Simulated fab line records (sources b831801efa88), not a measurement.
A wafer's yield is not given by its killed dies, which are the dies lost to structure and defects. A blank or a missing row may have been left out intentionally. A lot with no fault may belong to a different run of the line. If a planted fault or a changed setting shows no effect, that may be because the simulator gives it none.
A lot that was struck, set against a sound lot + flow sfq_line + 42 steps out of a route of 325
Sound: these wafers, L477.4, L477.5, L477.6. Wafers struck: L482.3, L482.4. The cause comes at the end.
Per side, at each step with rows, come the tool, then ch with its chambers, and then its first start. Under that, the readings that differ: sound wafers + struck wafers + difference of the means + sigmas: that difference in standard deviations of wafers without a fault.
alike: a reading whose means differ by less than 2 such deviations, as well as words and numbers matching on both sides. not compared: withheld readings; readings where some wafer has no value; bounds like >300 that might hide an equal value; numbers whose values overlap and for which the record gives no deviation.
A row with sigmas, a row that says differs or no value, or rows on one side alone: a step with any of these is where the two part. Numbers that have no deviation but don't overlap get no sigmas and don't part them. A reading missing from all wafers of one side parts the sides only when that side holds two or more wafers.

first, 6 steps without rows for these wafers: SFQ_TRILAYER_I0_VIA_LITHO_COAT_036 (resist thk 62 nm); SFQ_TRILAYER_I0_VIA_LITHO_COAT_031 (resist thk 650 nm); SFQ_TRILAYER_I0_VIA_LITHO_SOFTBAKE_035; SFQ_TRILAYER_I0_VIA_LITHO_EXPOSE_032 (exposes mask I0, target cd 500 nm); SFQ_TRILAYER_I0_VIA_LITHO_PEB_034 (peb time 60 s); SFQ_TRILAYER_I0_VIA_LITHO_DEVELOP_033 (time 60 s).
SFQ_I0_OVL_MEAS_908:
  sound on overlay-01 at day 11 03:01; struck on overlay-02 at day 12 01:49
  alike: I0_OVL
then, 1 step without rows for these wafers: SFQ_TRILAYER_I0_VIA_BARC_OPEN_VIA_ETCH_046 (etches BARC in O2, target depth 125 nm, time 41.7 s).
SFQ_TRILAYER_I0_VIA_ETCH_VIA_ETCH_034: etches SiO2 in CHF3, stops on Nb, target depth 260 nm.
  sound on rie_diel-02 ch 0,1,3, day 11 03:05; struck on rie_diel-03 ch 0,3, day 12 01:53
  alike: drypump_motor_current_A, oes_product_au
SFQ_TRILAYER_I0_VIA_STRIP_STRIP_035: strips in O2.
  sound on rie_metal-02 ch 0,1, day 11 03:23; struck on rie_metal-02 ch 0,1, day 12 02:11
  alike: drypump_motor_current_A, oes_product_au
  not compared: rf_hours_counter_h
then, 2 steps without rows for these wafers: SFQ_TRILAYER_I0_VIA_STRIP_SOLV_CLEAN_036 (cleans in NMP, time 600 s); SFQ_TRILAYER_M1_DEP_PRE_CLEAN_038 (time 22.5 s).
SFQ_TRILAYER_M1_DEP_SPUTTER_037: material Nb, target thk 200 nm, time 133.3 s.
  sound on pvd_sputter-04 at day 11 04:01; struck on pvd_sputter-04 at day 12 02:47
| reading                                             | sound             | struck    | difference | sigmas |
|-----------------------------------------------------|-------------------|-----------|------------|--------|
| model.Nb_of_TRILAYER_M1_DEP_SPUTTER_037.thk_nm (nm) | 199.3 197.3 200.5 | 121 119.7 | -79        |        |
  alike: throttle_valve_pct
SFQ_M1_RS_MEAS_909: the measuring method here is four-point-probe.
  sound on film_metro-04 at day 11 04:10; struck on film_metro-04 at day 12 03:31
| reading           | sound             | struck      | difference | sigmas |
|-------------------|-------------------|-------------|------------|--------|
| M1_NB_RS (ohm/sq) | 0.894 0.902 0.887 | 1.481 1.498 | +0.595     | +54    |
then, 6 steps without rows for these wafers: SFQ_TRILAYER_M1_LITHO_COAT_044 (resist thk 62 nm); SFQ_TRILAYER_M1_LITHO_COAT_039 (resist thk 600 nm); SFQ_TRILAYER_M1_LITHO_SOFTBAKE_043; SFQ_TRILAYER_M1_LITHO_EXPOSE_040 (exposes mask M1, target cd 500 nm); SFQ_TRILAYER_M1_LITHO_PEB_042 (peb time 60 s); SFQ_TRILAYER_M1_LITHO_DEVELOP_041 (time 60 s).
-- the record jumps here: 4 days lie between the struck wafers' starts before and after --
SFQ_M1_OVL_MEAS_911:
  sound on overlay-01 at day 14 22:43; struck on overlay-01 at day 16 05:55
  alike: M1_OVL
SFQ_TRILAYER_M1_BARC_OPEN_METAL_ETCH_054: etches BARC in O2, target depth 125 nm, time 41.7 s.
  sound on rie_metal-02 ch 0,1, day 14 22:46; struck on rie_metal-04 ch 0,1, day 16 05:58
  alike: drypump_motor_current_A, oes_product_au
  not compared: rf_hours_counter_h
SFQ_TRILAYER_M1_ETCH_METAL_ETCH_042: etches Nb in Cl2/Ar, stops on SiO2, target depth 240 nm, time 120 s.
  sound on rie_metal-02 ch 0,1, day 14 22:50; struck on rie_metal-04 ch 0,1, day 16 06:02
| reading               | sound             | struck      | difference | sigmas |
|-----------------------|-------------------|-------------|------------|--------|
| oes_product_au (a.u.) | 0.892 0.889 0.890 | 0.691 0.679 | -0.205     | -29    |
  alike: drypump_motor_current_A
  not compared: rf_hours_counter_h
then, 3 steps without rows for these wafers: SFQ_TRILAYER_M1_STRIP_STRIP_043 (strips in O2); SFQ_TRILAYER_M1_STRIP_SOLV_CLEAN_044 (cleans in NMP, time 600 s); SFQ_TRILAYER_I1_DEP_PECVD_045 (deposits SiO2 from SiH4/N2O, time 111.11 s, target thk 500 nm).
SFQ_TRILAYER_I1_CMP_CMP_046: polishes SiO2.
  sound on cmp-01 ch 0,1,2, day 15 01:33; struck on cmp-02 ch 2,3, day 16 08:52
  alike: edge_zone_pressure_frac, motor_current_A, time_to_endpoint_s
SFQ_I1_BOW_MEAS_912:
  sound on film_metro-02 at day 15 03:37; struck on film_metro-02 at day 16 11:55
| reading     | sound    | struck | difference | sigmas |
|-------------|----------|--------|------------|--------|
| I1_BOW (um) | 10 11 14 | -13 -9 | -23        | -2     |
then, 7 steps without rows for these wafers: SFQ_TRILAYER_I1_METRO_MEASURE_047; SFQ_TRILAYER_I1_VIA_LITHO_COAT_054 (resist thk 62 nm); SFQ_TRILAYER_I1_VIA_LITHO_COAT_049 (resist thk 650 nm); SFQ_TRILAYER_I1_VIA_LITHO_SOFTBAKE_053; SFQ_TRILAYER_I1_VIA_LITHO_EXPOSE_050 (exposes mask I1, target cd 500 nm); SFQ_TRILAYER_I1_VIA_LITHO_PEB_052 (peb time 60 s); SFQ_TRILAYER_I1_VIA_LITHO_DEVELOP_051 (time 60 s).
-- the record jumps here: 5 days lie between the struck wafers' starts before and after --
SFQ_I1_OVL_MEAS_913:
  sound on overlay-01 at day 19 19:45; struck on overlay-02 at day 21 08:57
  alike: I1_OVL
then, 1 step without rows for these wafers: SFQ_TRILAYER_I1_VIA_BARC_OPEN_VIA_ETCH_071 (etches BARC in O2, target depth 125 nm, time 41.7 s).
SFQ_TRILAYER_I1_VIA_ETCH_VIA_ETCH_052: etches SiO2 in CHF3, stops on Nb, target depth 260 nm.
  sound on rie_diel-02 ch 0,2,3, day 19 19:49; struck on rie_diel-01 ch 2, day 21 09:01
| reading                     | sound       | struck  | difference | sigmas |
|-----------------------------|-------------|---------|------------|--------|
| drypump_motor_current_A (A) | 5.5 5.8 5.9 | 4.8 4.8 | -0.9       | -2     |
  alike: oes_product_au
then, 3 steps without rows for these wafers: SFQ_TRILAYER_I1_VIA_STRIP_STRIP_053 (strips in O2); SFQ_TRILAYER_I1_VIA_STRIP_SOLV_CLEAN_054 (cleans in NMP, time 600 s); SFQ_TRILAYER_M2_DEP_PRE_CLEAN_056 (time 22.5 s).
-- the record jumps here: 66 days lie between the struck wafers' starts before and after --
SFQ_M8_BOW_MEAS_951:
  sound on film_metro-04 at day 86 17:50; struck on film_metro-03 at day 87 14:22
| reading                 | sound               | struck      | difference | sigmas |
|-------------------------|---------------------|-------------|------------|--------|
| M8_BOW (um)             | 21 22 25            | -4 -1       | -25        | -2     |
| model.etest.m1.ohm_um   | 1.787 1.81 1.761    | 2.939 2.966 | +1.167     |        |
| model.etest.i0.link_ohm | 1.955 1.964 1.946   | 2.679 2.694 | +0.731     |        |
| model.etest.i1.link_ohm | 1.962 1.944 1.959   | 2.55 2.547  | +0.59      |        |
| model.etest.m1.ohm_sq   | 0.8927 0.902 0.8875 | 1.47 1.487  | +0.58      |        |

WHERE THEY PART
At SFQ_M1_RS_MEAS_909 first; at SFQ_M8_BOW_MEAS_951 last (within this record only).

WHY: whatever the simulator had introduced
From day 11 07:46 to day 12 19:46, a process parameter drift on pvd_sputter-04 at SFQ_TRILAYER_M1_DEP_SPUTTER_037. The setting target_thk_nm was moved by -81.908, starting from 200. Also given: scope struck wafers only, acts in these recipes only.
